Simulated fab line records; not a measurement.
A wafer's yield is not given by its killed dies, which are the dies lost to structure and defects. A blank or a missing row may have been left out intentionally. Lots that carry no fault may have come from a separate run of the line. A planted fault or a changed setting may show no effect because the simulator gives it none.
Which tool did it? ; flow gf180mcu ; 7 lots, 21 wafers sampled, at 2 steps of a route of 602

## WHAT THE GAUGES READ, wafer by wafer
GF_V5_THK_MEAS_01.
lot;measured;on;V5_CVD_00_THK (nm)
L648;day 26 20:03;film-metro-01;304 302 297
L650;day 27 06:56;film-metro-03;308 303 303
L652;day 27 21:01;film-metro-03;301 304 303
L654;day 28 10:07;film-metro-04;307 308 302
L658;day 29 17:22;film-metro-01;307 309 298
L662;day 30 22:45;film-metro-03;286 297 291
L670;day 32 20:52;film-metro-03;303 306 304

## TOOL THAT RAN EACH LOT (tool first, then ch and the chambers of the sampled wafers, then the start)
lot;GF_CONTACT_CLEAN_20
L648;wet-bench-03 ch 2, day 16 15:32
L650;wet-bench-03 ch 1, day 17 05:09
L652;wet-bench-04 ch 0, day 17 21:24
L654;wet-bench-04 ch 3, day 18 11:44
L658;wet-bench-04 ch 2, day 20 04:18
L662;wet-bench-03 ch 1, day 21 16:58
L670;wet-bench-04 ch 3, day 24 06:40
- GF_CONTACT_CLEAN_20: cleans in DIW.

## THE ANSWER, worked out from the rows above alone
Rule: what is usual is taken from the lots themselves. The widest of any qualifying gaps counts: lots, ordered by their means at a reading, are off when they make up no more than a third of the lots, leave a main group of 4 or more, and stand apart from it by 3 or more times the standard deviation of that group's means. A main group is skipped when, at the precision printed for the reading in the tables above, its means are all equal. Also off: a lot with no number at a reading for which 4 or more lots have one. Any other lot the step has rows for is counted as sound.
Off: at GF_V5_THK_MEAS_01 (V5_CVD_00_THK), L662. Mean 304 nm and standard deviation 1.5 in the main group.
If a tool, at a process step before that reading, ran all the lots that are off and no sound lot after the first of them, it fits. The gauges at GF_V5_THK_MEAS_01 are tried like those tools. One fits: GF_CONTACT_CLEAN_20 on wet-bench-03. A fault onset in the window from L650 (day 17 05:09, its last sound lot) to L662 (day 21 16:58, its first lot off) fits.

## WHAT THE SIMULATOR HAD PUT IN
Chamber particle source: wet-bench-03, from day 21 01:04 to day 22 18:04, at GF_CONTACT_CLEAN_20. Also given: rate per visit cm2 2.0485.
Lots struck among those shown: L662. The same result came from the rule above.
